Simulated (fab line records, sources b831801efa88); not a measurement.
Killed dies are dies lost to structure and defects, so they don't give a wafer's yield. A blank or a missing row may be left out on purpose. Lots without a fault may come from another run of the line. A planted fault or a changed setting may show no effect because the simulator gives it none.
One fault seen from 2 desks | flow gf180mcu | each desk has only its own numbers; what lay behind them comes last

THE TOOL OWNER'S DESK: iline_stepper-01
The tool's own readings at GF_PSD_EXPOSE_04 (exposes mask Pplus, target cd 400 nm): means of the sampled wafers that have a number, for each lot that ran on this tool. A lot is out of limits, marked OUT, if its mean lies more than 4 standard deviations from the usual mean; the brackets give that distance.
Columns: A = exposure_dose_mJ_cm2 at GF_PSD_EXPOSE_04, usual 140.01; B = focus_offset_nm at GF_PSD_EXPOSE_04, usual 0.0 nm
lot  | first seen here | A                | B
L778 | day 13 21:56    | 140.08           | 0.5
L780 | day 14 10:18    | 140.25           | 0.3
L784 | day 15 23:19    | 139.92           | 0.2
L787 | day 17 00:07    | 139.86           | -0.4
L788 | day 17 08:23    | 140.19           | 0.0
L791 | day 18 04:55    | 139.78           | -0.0
L798 | day 20 19:23    | 137.38 (-18) OUT | -0.2
L799 | day 21 00:35    | 137.28 (-18) OUT | 0.1
This desk's finding: out of limits on L798, L799; first on L798, day 20 19:23 (exposure_dose_mJ_cm2 at GF_PSD_EXPOSE_04). In limits: L778, L780, L784, L787, L788, L791.

THE METROLOGY DESK
What the gauges read, lot by lot, whatever tool the lot ran on: means of the sampled wafers that have a number. A lot is out of limits, marked OUT, if its mean lies more than 4 standard deviations from the usual mean; the brackets give that distance.
Columns: A = SAB_CVD_00_THK at GF_SAB_THK_MEAS_01, usual 50.1 nm; B = cd_nm at GF_CONTACT_CD_MEAS_14, usual 220.2 nm
lot  | first seen here | A    | B
L778 | day 14 09:40    | 50.4 | 219.4
L779 | day 14 18:57    | 50.0 | 220.0
L780 | day 14 20:49    | 50.0 | 221.2
L781 | day 15 04:14    | 49.2 | 220.8
L782 | day 15 15:39    | 50.1 | 221.3
L784 | day 16 11:21    | 50.7 | 219.0
L787 | day 17 11:44    | 49.7 | 220.2
L788 | day 17 20:27    | 50.7 | 221.4
L789 | day 17 23:45    | 50.0 | 220.6
L790 | day 18 12:49    | 49.4 | 217.5
L791 | day 18 17:26    | 49.8 | 219.6
L798 | day 21 07:29    | 50.6 | 220.1
L799 | day 21 13:13    | 49.7 | 219.4
L801 | day 22 04:46    | 50.3 | 222.0
This desk's finding: nothing out of limits on any of the 14 lots.

PUT TOGETHER
The tool owner's desk could have raised an alarm at day 20 19:23, on L798, L799.
The metrology desk saw nothing out of limits.
The metrology desk has L798, L799 on record, within its limits.
Of the lots named, all ran GF_PSD_EXPOSE_04 on iline_stepper-01.

WHAT THE SIMULATOR HAD PUT IN
Process parameter drift: iline_stepper-01, from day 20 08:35 on, at GF_PSD_EXPOSE_04. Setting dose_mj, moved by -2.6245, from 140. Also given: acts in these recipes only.
Lots struck among those shown: L798, L799.
Hours from the fault's start to each desk's first reading out of limits: the tool owner's desk, 11.
